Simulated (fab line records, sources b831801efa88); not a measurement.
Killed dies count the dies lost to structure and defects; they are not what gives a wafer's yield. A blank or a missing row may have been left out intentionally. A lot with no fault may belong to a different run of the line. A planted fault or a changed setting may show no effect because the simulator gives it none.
What tool caused it? ; flow gf180mcu ; 24 lots, 72 wafers sampled, at 2 steps of a route of 602

== WHAT THE GAUGES READ, wafer by wafer ==
GF_V2_BOW_MEAS_05.
lot;measured;on;V2_BOW (um)
L074;day 19 12:46;film_metro-02;100 109 112
L075;day 20 02:41;film_metro-02;101 94 101
L076;day 20 15:02;film_metro-01;108 94 111
L077;day 21 03:56;film_metro-02;115 118 113
L078;day 21 05:29;film_metro-02;100 111 88
L079;day 21 10:05;film_metro-02;107 102 110
L080;day 21 20:52;film_metro-04;100 104 104
L082;day 22 07:47;film_metro-01;102 100 95
L081;day 22 08:25;film_metro-04;113 99 96
L084;day 23 03:22;film_metro-04;99 98 102
L083;day 23 03:43;film_metro-01;114 99 101
L085;day 23 12:53;film_metro-04;100 90 113
L086;day 23 22:44;film_metro-02;94 120 107
L087;day 24 01:37;film_metro-04;97 104 109
L088;day 24 09:14;film_metro-02;94 106 106
L089;day 24 18:50;film_metro-01;96 95 98
L090;day 25 06:30;film_metro-02;109 101 97
L091;day 25 12:12;film_metro-02;101 109 104
L092;day 25 14:03;film_metro-04;89 98 93
L093;day 26 00:52;film_metro-04;101 115 112
L094;day 26 08:06;film_metro-02;109 89 100
L095;day 26 09:45;film_metro-01;95 84 92
L096;day 26 13:02;film_metro-02;106 106 113
L097;day 26 14:16;film_metro-02;96 89 97

== TOOL THAT RAN EACH LOT (tool first, then ch and the chambers of the sampled wafers, then the start) ==
lot;GF_CONTACT_ETCH_16
L074;rie_diel-03 ch 0,1,2, day 16 08:02
L075;rie_diel-02 ch 0,1,2, day 16 22:08
L076;rie_diel-03 ch 1,2,3, day 17 10:41
L077;rie_diel-03 ch 2,3, day 17 22:14
L078;rie_diel-01 ch 0,1, day 17 23:53
L079;rie_diel-03 ch 0,1, day 18 03:50
L080;rie_diel-01 ch 0,2, day 18 15:44
L082;rie_diel-01 ch 0,1, day 19 01:56
L081;rie_diel-03 ch 1,2, day 19 02:29
L084;rie_diel-02 ch 0,1,2, day 19 21:41
L083;rie_diel-03 ch 0,1,3, day 19 22:41
L085;rie_diel-02 ch 1,2,3, day 20 08:20
L086;rie_diel-03 ch 0,1,2, day 20 19:05
L087;rie_diel-02 ch 1,2,3, day 20 21:54
L088;rie_diel-03 ch 1,2, day 21 06:11
L089;rie_diel-02 ch 0,1,2, day 21 18:11
L090;rie_diel-01 ch 0,3, day 22 04:14
L091;rie_diel-02 ch 0,2, day 22 09:50
L092;rie_diel-02 ch 1,3, day 22 13:23
L093;rie_diel-03 ch 1,2,3, day 23 01:55
L094;rie_diel-02 ch 2,3, day 23 07:20
L095;rie_diel-03 ch 1,2, day 23 09:29
L096;rie_diel-03 ch 0,2,3, day 23 15:11
L097;rie_diel-01 ch 1,2, day 23 16:29
- GF_CONTACT_ETCH_16: etches BARC in N2/H2.

== AS READ BY THE TOOLS THEMSELVES (means over the sampled wafers that have a number; for cases with no such wafer, the mark the record gives instead) ==
GF_CONTACT_ETCH_16.
lot;tool;drypump_motor_current_A (A);oes_product_au (a.u.);rf_fwd_power_W (W);throttle_valve_pct (%)
L074;rie_diel-03;5.8;0.856;494.9;13.229
L075;rie_diel-02;5.4;0.857;494.3;13.233
L076;rie_diel-03;5.8;0.857;494.6;13.217
L077;rie_diel-03;5.4;0.857;496.9;13.217
L078;rie_diel-01;5.6;0.852;495.1;13.220
L079;rie_diel-03;6.1;0.861;492.5;13.220
L080;rie_diel-01;5.8;0.856;497.9;13.225
L082;rie_diel-01;5.3;0.855;496.1;13.224
L081;rie_diel-03;5.6;0.857;495.6;13.223
L084;rie_diel-02;5.5;0.852;496.5;13.221
L083;rie_diel-03;6.0;0.855;493.0;13.228
L085;rie_diel-02;5.6;0.862;495.6;13.220
L086;rie_diel-03;5.8;0.855;492.6;13.231
L087;rie_diel-02;5.6;0.853;495.5;13.224
L088;rie_diel-03;5.6;0.857;496.4;13.213
L089;rie_diel-02;5.5;0.855;494.2;13.223
L090;rie_diel-01;5.4;0.854;495.9;13.217
L091;rie_diel-02;5.1;0.853;494.3;13.217
L092;rie_diel-02;5.7;0.854;494.5;13.232
L093;rie_diel-03;5.8;0.852;494.0;13.243
L094;rie_diel-02;5.4;0.855;494.8;13.226
L095;rie_diel-03;5.9;0.856;496.6;13.222
L096;rie_diel-03;5.7;0.856;493.9;13.219
L097;rie_diel-01;5.4;0.858;495.4;13.224

== THE ANSWER, worked out from the rows above alone ==
Rule: what is usual is taken from the lots themselves. Put in order of their means at a reading, lots are off if they are a third of the lots or fewer, leave a main group of 4 or more, and stand apart from it by a gap of 3 or more times the standard deviation of the main group's means; of several such gaps the widest counts. Not used: any main group whose means are identical at the precision the tables above print for the reading. A lot without any number at a reading at which 4 lots or more have one is off too. All remaining lots with rows at the step are treated as sound. The gauges are gone through in route order, then the tools' own readings, and for those a lot's mean is taken as printed above. At the first step where some lot is off, the reading lying furthest off is the one used; lots without a number count as furthest.
Nothing can be told from this: no lot is off at any reading shown.

== WHAT THE SIMULATOR HAD PUT IN ==
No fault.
